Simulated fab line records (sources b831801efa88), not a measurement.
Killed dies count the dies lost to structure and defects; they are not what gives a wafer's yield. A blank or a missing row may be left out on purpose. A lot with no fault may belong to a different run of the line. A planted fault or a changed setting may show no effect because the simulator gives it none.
fab line records	flow sky130
record lots=7	wafers=21	last-day=50
route steps=708 shown LDD_HVN@274 LDD_HVP@278 LDD_LDN@289 PAD_OPEN@708
lots that met no fault: from a run of the same line without faults
start-h: hours from the record's opening day to when the first of the lot's shown wafers began	wait-h: hours since the lot's step before	" same as the row above	L1.1+2: one row covering several wafers at once	- value missing, or start not given	* or withheld: withheld	< > ~ a bound
route shown NAME@n: names a module that has steps shown in the file, with the first one's number in the route	usual: mean/standard deviation taken from wafers without a fault	same: alike in all rows	chamber/n: place in a boat	sites: per-site readings	_std_site: how widely they spread, as a standard deviation	_edge_site: the outer-site mean with the inner-site mean subtracted	radius-mm: for every site, how far away it sits from the centre of the wafer	mask NAME#n: copy n	behind: tool/chamber where the wafer was last shaped	hold: why the lot went on hold/how many hours it stayed there/how the hold came to an end	device: the n, p or np transistor that did not switch	end of line: the route-end tests of the same wafers	a step with no rows: only its recipe	killed: dies lost to structure and defects at the first sort, not the wafer's yield	map: dies across one wafer; x = killed, . = not, _ = none there
set.NAME: the setting that was run; set.NAME@STEP: the one run at that earlier step	model.NAME: the simulator's own value behind a step, which no gauge read
a table for each step, a row for each wafer; lots at some steps of the route
services: a tool's chamber out of use, with start hour (start-h, from the record's first day; less than 0 if before it), hours out, and reason
## steps
# step SKY_LDD_HVN_OVL_MEAS_07
# usual LDD_HVN_OVL=0.5/1.3
lot.wafer	tool	chamber	start-h	wait-h	LDD_HVN_OVL[nm]
L556.1	overlay-01	-	482.89	0.1	2.2
L556.5	"	-	"	"	3.2
L556.6	"	-	"	"	-0.4
L560.3	overlay-02	-	535.21	0.1	0.4
L560.5	"	-	"	"	0.3
L560.6	"	-	"	"	2.6
L561.1	overlay-02	-	536.40	0.1	-0.2
L561.3	"	-	"	"	-1.7
L561.6	"	-	"	"	-1.6
L562.1	overlay-01	-	542.17	0.1	-1.0
L562.3	"	-	"	"	-0.1
L562.4	"	-	"	"	-0.2
L563.1	overlay-02	-	546.59	0.1	0.7
L563.2	"	-	"	"	1.1
L563.3	"	-	"	"	-1.4
L573.1	overlay-02	-	621.25	0.1	0.8
L573.3	"	-	"	"	2.3
L573.4	"	-	"	"	1.1
L575.2	overlay-01	-	640.95	0.1	2.1
L575.3	"	-	"	"	0.2
L575.5	"	-	"	"	1.1
# step SKY_LDD_HVN_IMPLANT_08
# recipe species=P	energy-kev=60	dose-cm2=3e+13	tilt-deg=40
# step SKY_LDD_HVN_STRIP_09
# recipe chemistry=O2/N2	power-w=1400	pressure-mtorr=1500	platen-temp-c=withheld	o2-flow-sccm=3000	n2-flow-sccm=300	overash-fraction=0.5
# usual drypump-motor-current-A=5.51/0.28	n2-flow-sccm=300.0/0.94	oes-product-au=0.408/0.0045	strip-time-to-endpoint-s=4.133/0.014
# same overash-fraction=0.5
lot.wafer	tool	chamber	start-h	wait-h	drypump-motor-current-A	n2-flow-sccm	oes-product-au	rf-hours-counter-h	strip-time-to-endpoint-s
L556.1	plasma-asher-04	1	483.08	0.1	5.08	301.1	0.408	67	4.131
L556.5	"	1	"	"	5.03	300.7	0.399	-	4.123
L556.6	"	0	"	"	5.64	299.9	0.408	-	4.136
L560.3	plasma-asher-04	0	535.41	0.1	5.64	297.9	0.404	-	4.126
L560.5	"	1	"	"	5.04	298.5	0.415	-	4.149
L560.6	"	0	"	"	5.64	300.2	0.415	-	4.156
L561.1	plasma-asher-04	1	536.58	0.1	5.05	299.2	0.409	73	4.144
L561.3	"	0	"	"	5.63	302.1	0.414	-	4.122
L561.6	"	1	"	"	5.06	300.0	0.407	-	4.145
L562.1	plasma-asher-04	0	542.35	0.1	5.63	298.5	0.411	73	4.107
L562.3	"	1	"	"	5.04	300.0	0.417	-	4.123
L562.4	"	0	"	"	5.66	299.8	0.407	-	4.109
L563.1	plasma-asher-03	1	546.78	0.1	5.49	299.4	0.407	10	4.143
L563.2	"	0	"	"	6.00	301.0	0.411	10	4.138
L563.3	"	1	"	"	5.50	300.5	0.406	-	4.151
L573.1	plasma-asher-01	0	621.43	0.1	5.43	300.1	0.413	50	4.149
L573.3	"	0	"	"	5.42	298.5	0.407	-	4.142
L573.4	"	1	"	"	5.52	300.6	0.410	-	4.125
L575.2	plasma-asher-01	0	641.13	0.1	5.44	299.2	0.421	52	4.128
L575.3	"	0	"	"	5.42	299.6	0.406	-	4.123
L575.5	"	0	"	"	5.49	298.5	0.403	-	4.128
# step SKY_LDD_HVN_TW_MEAS_10
# usual LDD_HVN_TW=1432/9.5
lot.wafer	tool	chamber	start-h	wait-h	LDD_HVN_TW
L556.1	film-metro-01	-	483.18	0.1	1440
L556.5	"	-	"	"	1444
L556.6	"	-	"	"	1441
L560.3	film-metro-02	-	535.50	0.1	1429
L560.5	"	-	"	"	1428
L560.6	"	-	"	"	1436
L561.1	film-metro-03	-	536.68	0.1	1412
L561.3	"	-	"	"	1418
L561.6	"	-	"	"	1415
L562.1	film-metro-02	-	542.45	0.1	1432
L562.3	"	-	"	"	1430
L562.4	"	-	"	"	1437
L563.1	film-metro-03	-	546.88	0.1	1420
L563.2	"	-	"	"	1422
L563.3	"	-	"	"	1421
L573.1	film-metro-03	-	621.53	0.1	1424
L573.3	"	-	"	"	1426
L573.4	"	-	"	"	1421
L575.2	film-metro-03	-	641.24	0.1	1427
L575.3	"	-	"	"	1423
L575.5	"	-	"	"	1433
# step SKY_LDD_HVP_DEHYDRATE_00
# recipe temp-c=200	time-s=60
# step SKY_LDD_HVP_HMDS_01
# recipe prime-time-s=60	prime-temp-c=120
# step SKY_LDD_HVP_COAT_02
# recipe resist=NOVOLAK	spin-rpm=3000	resist-thk-nm=300
# step SKY_LDD_HVP_SOFTBAKE_03
# recipe temp-c=90	time-s=60	resist=NOVOLAK
# step SKY_LDD_HVP_EXPOSE_04
# recipe mask-id=HVPTM	na=0.6	source-shape=conventional	sigma-outer=0.6	polarization=unpolarized	target-cd-nm=700	dose-mj=86
# step SKY_LDD_HVP_PEB_05
# recipe temp-c=withheld	time-s=*	resist=NOVOLAK
# step SKY_LDD_HVP_DEVELOP_06
# recipe resist=NOVOLAK	developer=TMAH	develop-time-s=60	dev-temp-c=23
# step SKY_LDD_HVP_OVL_MEAS_07
# usual LDD_HVP_OVL=-0.7/1.2
lot.wafer	tool	chamber	start-h	wait-h	LDD_HVP_OVL[nm]
L556.1	overlay-02	-	513.70	0.1	-0.5
L556.5	"	-	"	"	-1.9
L556.6	"	-	"	"	-2.0
L560.3	overlay-02	-	565.51	0.1	0.8
L560.5	"	-	"	"	0.3
L560.6	"	-	"	"	0.9
L561.1	overlay-02	-	566.40	0.1	-0.7
L561.3	"	-	"	"	-1.5
L561.6	"	-	"	"	-1.4
L562.1	overlay-02	-	571.47	0.1	-0.3
L562.3	"	-	"	"	0.7
L562.4	"	-	"	"	-1.5
L563.1	overlay-01	-	575.95	0.1	-2.6
L563.2	"	-	"	"	-2.3
L563.3	"	-	"	"	-3.2
L573.1	overlay-01	-	649.80	0.1	-0.5
L573.3	"	-	"	"	0.5
L573.4	"	-	"	"	-1.5
L575.2	overlay-02	-	668.45	0.1	-2.2
L575.3	"	-	"	"	0.7
L575.5	"	-	"	"	-1.9
# step SKY_LDD_HVP_IMPLANT_08
# recipe species=B	energy-kev=20	dose-cm2=1.7e+13	tilt-deg=17.9
# usual dose-ions-cm2=1.7002e+13/1.8e+10	faraday-current-uA=95.9/1.7
lot.wafer	tool	chamber	start-h	wait-h	dose-ions-cm2	faraday-current-uA
L556.1	implanter-04	0	513.73	0.0	1.6998e+13	97.0
L556.5	"	0	"	"	1.6992e+13	92.5
L556.6	"	0	"	"	1.6956e+13	95.5
L560.3	implanter-04	0	565.58	0.1	1.5366e+13	87.4
L560.5	"	0	"	"	1.5405e+13	88.4
L560.6	"	0	"	"	1.5383e+13	88.1
L561.1	implanter-02	0	566.43	0.0	1.7034e+13	94.9
L561.3	"	0	"	"	1.7011e+13	97.2
L561.6	"	0	"	"	1.7024e+13	93.6
L562.1	implanter-04	0	571.50	0.0	1.5374e+13	86.3
L562.3	"	0	"	"	1.5384e+13	86.9
L562.4	"	0	"	"	1.5392e+13	86.2
L563.1	implanter-04	0	575.98	0.0	1.5396e+13	83.9
L563.2	"	0	"	"	1.5371e+13	87.6
L563.3	"	0	"	"	1.5373e+13	87.2
L573.1	implanter-02	0	649.83	0.0	1.6991e+13	94.4
L573.3	"	0	"	"	1.7018e+13	95.9
L573.4	"	0	"	"	1.6994e+13	95.1
L575.2	implanter-01	0	668.50	0.0	1.7005e+13	95.8
L575.3	"	0	"	"	1.7031e+13	95.6
L575.5	"	0	"	"	1.7049e+13	96.2
# step SKY_LDD_HVP_STRIP_09
# recipe chemistry=O2/N2	power-w=1400	pressure-mtorr=1500	platen-temp-c=withheld	o2-flow-sccm=3000	n2-flow-sccm=300	overash-fraction=0.5
# usual drypump-motor-current-A=5.4/0.49	n2-flow-sccm=300.1/0.91	oes-product-au=0.408/0.0048	strip-time-to-endpoint-s=4.131/0.013
# same overash-fraction=0.5
lot.wafer	tool	chamber	start-h	wait-h	drypump-motor-current-A	n2-flow-sccm	oes-product-au	rf-hours-counter-h	strip-time-to-endpoint-s
L556.1	plasma-asher-02	0	513.88	0.1	5.9	299.3	0.416	83	4.146
L556.5	"	1	"	"	4.7	300.3	0.420	-	4.135
L556.6	"	0	"	"	5.9	300.1	0.410	-	4.132
L560.3	plasma-asher-02	0	565.72	0.1	5.8	301.4	0.410	-	4.125
L560.5	"	0	"	"	5.8	302.2	0.405	-	4.113
L560.6	"	1	"	"	4.7	301.2	0.408	-	4.128
L561.1	plasma-asher-03	0	566.58	0.1	6.0	299.9	0.405	12	4.125
L561.3	"	1	"	"	5.6	300.1	0.405	-	4.121
L561.6	"	0	"	"	6.0	300.2	0.409	-	4.127
L562.1	plasma-asher-04	1	571.65	0.1	5.0	300.1	0.406	77	4.113
L562.3	"	1	"	"	5.0	299.6	0.415	-	4.133
L562.4	"	0	"	"	5.7	301.9	0.396	-	4.128
L563.1	plasma-asher-02	1	576.13	0.1	4.7	299.9	0.406	89	4.127
L563.2	"	0	"	"	5.8	299.4	0.413	89	4.135
L563.3	"	1	"	"	4.7	299.4	0.413	-	4.111
L573.1	plasma-asher-03	0	649.98	0.1	6.0	300.7	0.398	21	4.152
L573.3	"	1	"	"	5.5	298.8	0.406	-	4.153
L573.4	"	0	"	"	6.0	300.1	0.406	-	4.156
L575.2	plasma-asher-02	1	668.63	0.1	4.7	300.0	0.405	100	4.138
L575.3	"	0	"	"	5.9	299.5	0.408	-	4.147
L575.5	"	0	"	"	5.9	299.5	0.413	-	4.141
# step SKY_LDD_HVP_TW_MEAS_10
# usual LDD_HVP_TW=455/3.7
lot.wafer	tool	chamber	start-h	wait-h	LDD_HVP_TW
L556.1	film-metro-03	-	513.98	0.1	451
L556.5	"	-	"	"	450
L556.6	"	-	"	"	449
L560.3	film-metro-01	-	565.80	0.1	444
L560.5	"	-	"	"	442
L560.6	"	-	"	"	443
L561.1	film-metro-03	-	566.68	0.1	449
L561.3	"	-	"	"	450
L561.6	"	-	"	"	450
L562.1	film-metro-04	-	571.75	0.1	442
L562.3	"	-	"	"	444
L562.4	"	-	"	"	444
L563.1	film-metro-01	-	576.23	0.1	443
L563.2	"	-	"	"	443
L563.3	"	-	"	"	445
L573.1	film-metro-03	-	650.08	0.1	449
L573.3	"	-	"	"	450
L573.4	"	-	"	"	450
L575.2	film-metro-01	-	668.74	0.1	458
L575.3	"	-	"	"	458
L575.5	"	-	"	"	460
# step SKY_LDD_LDN_DEHYDRATE_00
# recipe temp-c=200	time-s=60
# step SKY_PAD_OPEN_PROBE_99
# usual killed_at_M0_to_M3=44/7.1	killed_at_M4_up=3.1/1.9	killed-at-contacts=25/5.8	killed-at-front-end=16/4.5	killed-at-other=0.3/0.52	killed-dies=88/9.1	killed-open=48/6.8	killed-short=39/5.8
# same gross-dies=492	killed-at-back-side=0
lot.wafer	tool	chamber	start-h	wait-h	killed_at_M0_to_M3	killed_at_M4_up	killed-at-contacts	killed-at-front-end	killed-at-other	killed-dies	killed-open	killed-short	model.etest.tip_p_5v.rs-ohm-sq
L556.1	prober-01	-	1089.91	0.1	35	5	21	18	0	79	47	32	2823
L556.5	prober-01	-	1090.11	0.2	49	2	22	19	0	92	53	36	2830
L556.6	prober-01	-	1090.16	0.2	41	4	19	18	0	82	42	39	2831
L560.3	prober-01	-	1132.25	0.2	34	3	16	16	0	69	35	34	3072
L560.5	prober-01	-	1132.35	0.2	49	1	19	12	1	82	43	38	3074
L560.6	prober-01	-	1132.40	0.2	51	6	17	12	0	86	47	39	3072
L561.1	prober-02	-	1135.52	0.1	39	4	29	9	1	82	48	34	2874
L561.3	prober-02	-	1135.62	0.2	37	1	30	9	0	77	34	43	2870
L561.6	prober-02	-	1135.77	0.2	43	3	22	14	0	82	48	34	2829
L563.1	prober-01	-	1137.02	0.1	58	8	32	13	0	111	54	57	3081
L563.2	prober-01	-	1137.07	0.1	59	4	26	14	0	103	51	50	3054
L563.3	prober-01	-	1137.12	0.2	44	8	18	7	0	77	41	35	3056
L562.1	prober-02	-	1138.00	0.1	60	1	18	12	0	91	58	33	3073
L562.3	prober-02	-	1138.10	0.2	42	8	23	19	0	92	47	45	3102
L562.4	prober-02	-	1138.15	0.2	55	2	23	19	0	99	55	43	3103
L573.1	prober-02	-	1178.16	0.1	43	2	17	14	0	76	42	34	2846
L573.3	prober-02	-	1178.26	0.2	42	3	24	9	0	78	48	30	2859
L573.4	prober-02	-	1178.31	0.2	49	4	26	22	0	101	59	42	2858
L575.2	prober-02	-	1191.66	0.1	57	4	38	10	0	109	59	50	2845
L575.3	prober-02	-	1191.71	0.2	47	4	28	15	0	94	51	42	2862
L575.5	prober-02	-	1191.81	0.2	50	5	24	8	0	87	49	37	2847
# killed by level:class
L556.1 VIA1:geometric-particle:open=10 CONTACT:geometric-particle:open=10 CONTACT:geometric-particle:short=5 VIA2:geometric-particle:open=5 FIELD_ISO:geometric-particle:short=4 POLY_GATE:geometric-particle:open=4 POLY_GATE:geometric-particle:short=4 LI_CONTACT:geometric-particle:open=4
L556.5 CONTACT:geometric-particle:open=11 METAL2:geometric-particle:short=11 VIA2:geometric-particle:open=9 VIA1:geometric-particle:open=8 VIA3:geometric-particle:open=7 FIELD_ISO:geometric-particle:open=5 VIA3:geometric-particle:short=5 LI_CONTACT:geometric-particle:open=4
L556.6 VIA1:geometric-particle:open=7 METAL1:geometric-particle:short=7 VIA3:geometric-particle:open=6 LI_CONTACT:geometric-particle:open=5 CONTACT:geometric-particle:open=5 POLY_GATE:geometric-particle:open=4 VIA1:geometric-particle:short=4 CONTACT:geometric-particle:short=4
L560.3 VIA1:geometric-particle:open=8 CONTACT:geometric-particle:open=6 VIA3:geometric-particle:open=6 VIA1:geometric-particle:short=5 FIELD_ISO:geometric-particle:open=4 METAL1:geometric-particle:short=4 METAL3:geometric-particle:short=4 FIELD_ISO:geometric-particle:short=3
L560.5 VIA1:geometric-particle:open=13 VIA1:geometric-particle:short=8 CONTACT:geometric-particle:open=7 METAL1:geometric-particle:short=7 LI_CONTACT:geometric-particle:open=6 METAL2:geometric-particle:short=5 VIA2:geometric-particle:short=5 FIELD_ISO:geometric-particle:open=4
L560.6 VIA1:geometric-particle:open=10 VIA3:geometric-particle:open=8 CONTACT:geometric-particle:open=7 METAL1:geometric-particle:short=7 VIA2:geometric-particle:open=7 METAL2:geometric-particle:short=6 LOCAL_INTERCONNECT:geometric-particle:short=5 POLY_GATE:geometric-particle:open=3
L561.1 CONTACT:geometric-particle:open=15 VIA1:geometric-particle:open=10 VIA3:geometric-particle:open=9 CONTACT:geometric-particle:short=7 VIA1:geometric-particle:short=5 FIELD_ISO:geometric-particle:short=4 VIA2:geometric-particle:open=4 METAL1:geometric-particle:short=3
L561.3 LOCAL_INTERCONNECT:geometric-particle:short=9 VIA1:geometric-particle:open=8 VIA3:geometric-particle:open=7 CONTACT:geometric-particle:open=7 METAL1:geometric-particle:short=6 LI_CONTACT:geometric-particle:short=5 CONTACT:geometric-particle:short=5 POLY_GATE:geometric-particle:short=3
L561.6 VIA3:geometric-particle:open=9 VIA1:geometric-particle:open=8 CONTACT:geometric-particle:open=7 METAL1:geometric-particle:short=6 CONTACT:geometric-particle:short=6 FIELD_ISO:geometric-particle:open=5 VIA1:geometric-particle:short=5 LOCAL_INTERCONNECT:geometric-particle:short=4
L563.1 CONTACT:geometric-particle:open=15 METAL1:geometric-particle:short=10 VIA1:geometric-particle:open=9 METAL2:geometric-particle:short=8 CONTACT:geometric-particle:short=8 VIA2:geometric-particle:open=8 METAL4:geometric-particle:short=6 VIA3:geometric-particle:short=6
L563.2 VIA1:geometric-particle:open=15 CONTACT:geometric-particle:open=8 METAL3:geometric-particle:short=8 METAL2:geometric-particle:short=7 VIA3:geometric-particle:open=6 LOCAL_INTERCONNECT:geometric-particle:short=6 METAL1:geometric-particle:short=6 VIA1:geometric-particle:short=6
L563.3 VIA1:geometric-particle:open=10 VIA2:geometric-particle:open=8 VIA3:geometric-particle:open=7 METAL1:geometric-particle:short=5 METAL4:geometric-particle:short=5 LOCAL_INTERCONNECT:geometric-particle:short=4 LI_CONTACT:geometric-particle:open=4 METAL2:geometric-particle:short=4
L562.1 VIA1:geometric-particle:open=23 CONTACT:geometric-particle:open=11 VIA2:geometric-particle:open=7 METAL2:geometric-particle:short=7 FIELD_ISO:geometric-particle:open=4 POLY_GATE:geometric-particle:short=4 METAL1:geometric-particle:short=4 VIA3:geometric-particle:open=4
L562.3 VIA1:geometric-particle:open=8 CONTACT:geometric-particle:open=7 METAL4:geometric-particle:short=7 VIA2:geometric-particle:open=6 LI_CONTACT:geometric-particle:open=6 FIELD_ISO:geometric-particle:open=5 FIELD_ISO:geometric-particle:short=5 CONTACT:geometric-particle:short=5
L562.4 VIA1:geometric-particle:open=15 VIA3:geometric-particle:open=11 VIA1:geometric-particle:short=9 LI_CONTACT:geometric-particle:open=7 METAL2:geometric-particle:short=6 FIELD_ISO:geometric-particle:short=5 FIELD_ISO:geometric-particle:open=5 LOCAL_INTERCONNECT:geometric-particle:short=5
L573.1 CONTACT:geometric-particle:open=8 METAL1:geometric-particle:short=8 VIA1:geometric-particle:open=7 VIA3:geometric-particle:open=7 METAL2:geometric-particle:short=6 CONTACT:geometric-particle:short=5 VIA2:geometric-particle:open=5 FIELD_ISO:geometric-particle:short=4
L573.3 CONTACT:geometric-particle:open=11 VIA1:geometric-particle:open=8 VIA2:geometric-particle:open=8 LI_CONTACT:geometric-particle:open=6 LI_CONTACT:geometric-particle:short=5 METAL1:geometric-particle:short=5 VIA3:geometric-particle:open=4 METAL1:geometric-particle:open=3
L573.4 CONTACT:geometric-particle:open=9 LI_CONTACT:geometric-particle:open=8 VIA1:geometric-particle:open=7 VIA3:geometric-particle:open=7 VIA2:geometric-particle:open=6 FIELD_ISO:geometric-particle:short=5 POLY_GATE:geometric-particle:open=5 METAL1:geometric-particle:short=5
L575.2 VIA1:geometric-particle:open=15 CONTACT:geometric-particle:open=12 LI_CONTACT:geometric-particle:open=8 VIA1:geometric-particle:short=8 LOCAL_INTERCONNECT:geometric-particle:short=7 VIA3:geometric-particle:open=6 VIA3:geometric-particle:short=6 CONTACT:geometric-particle:short=6
L575.3 LI_CONTACT:geometric-particle:open=11 CONTACT:geometric-particle:open=9 METAL1:geometric-particle:short=8 VIA2:geometric-particle:open=7 METAL2:geometric-particle:short=6 VIA3:geometric-particle:open=6 CONTACT:geometric-particle:short=5 VIA1:geometric-particle:short=5
L575.5 VIA1:geometric-particle:open=11 LI_CONTACT:geometric-particle:open=9 VIA1:geometric-particle:short=9 VIA3:geometric-particle:open=8 VIA2:geometric-particle:open=6 CONTACT:geometric-particle:open=6 CONTACT:geometric-particle:short=5 METAL1:geometric-particle:short=5
## services
tool	chamber	start-h	hours	kind
implanter-02	-	468.71	3.8	repair
plasma-asher-04	-	471.13	0.5	repair
plasma-asher-03	-	473.48	14.6	pm
plasma-asher-01	-	487.77	3.3	repair
plasma-asher-03	-	488.21	2.8	repair
implanter-01	-	505.38	0.8	repair
implanter-02	-	508.42	4.0	pm
implanter-02	-	527.32	4.0	repair
implanter-01	-	537.08	4.2	repair
plasma-asher-01	-	547.51	7.4	repair
implanter-04	-	564.33	1.2	repair
implanter-01	-	570.75	5.5	repair
implanter-02	-	592.76	2.9	repair
plasma-asher-04	-	597.72	28.1	pm
plasma-asher-03	-	624.44	0.9	repair
implanter-04	-	630.38	3.9	repair
plasma-asher-04	-	633.35	1.0	repair
plasma-asher-04	-	639.15	8.6	repair
plasma-asher-03	-	641.94	2.8	pm
implanter-02	-	661.37	5.6	repair
## key
first-sign step=SKY_LDD_HVP_IMPLANT_08	reading=dose-ions-cm2	direction=down	sigmas=91	usual=*	struck=*
effect step=SKY_LDD_HVP_IMPLANT_08	reading=faraday-current-uA	direction=down	sigmas=5.2	usual=95.9	struck=86.9
effect step=SKY_LDD_HVP_TW_MEAS_10	reading=LDD_HVP_TW	direction=down	sigmas=3.2	usual=455	struck=443
model-effect step=SKY_PAD_OPEN_PROBE_99	value=etest.tip_p_5v.rs-ohm-sq	without=2859	struck=3076
met-at SKY_LDD_HVP_IMPLANT_08
struck-wafers L560.3,L560.5,L560.6,L562.1,L562.3,L562.4,L563.1,L563.2,L563.3
tester-left-out L560,L562,L563
onset-between 513.73 565.58
fault kind=process-parameter-drift	tool=implanter-04	chamber=-	onset-h=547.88	steps=SKY_LDD_HVP_IMPLANT_08	channel=dose-cm2	offset=*	shape=step	end-h=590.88	acts-in=*	stated=*
# tester-left-out: of these lots the tester's yield and bins aren't shown, on N5 and GAA mostly nor the transistor test; their killed dies are dies lost to structure and defects alone, not to doping, threshold or leakage, so they don't give the yield
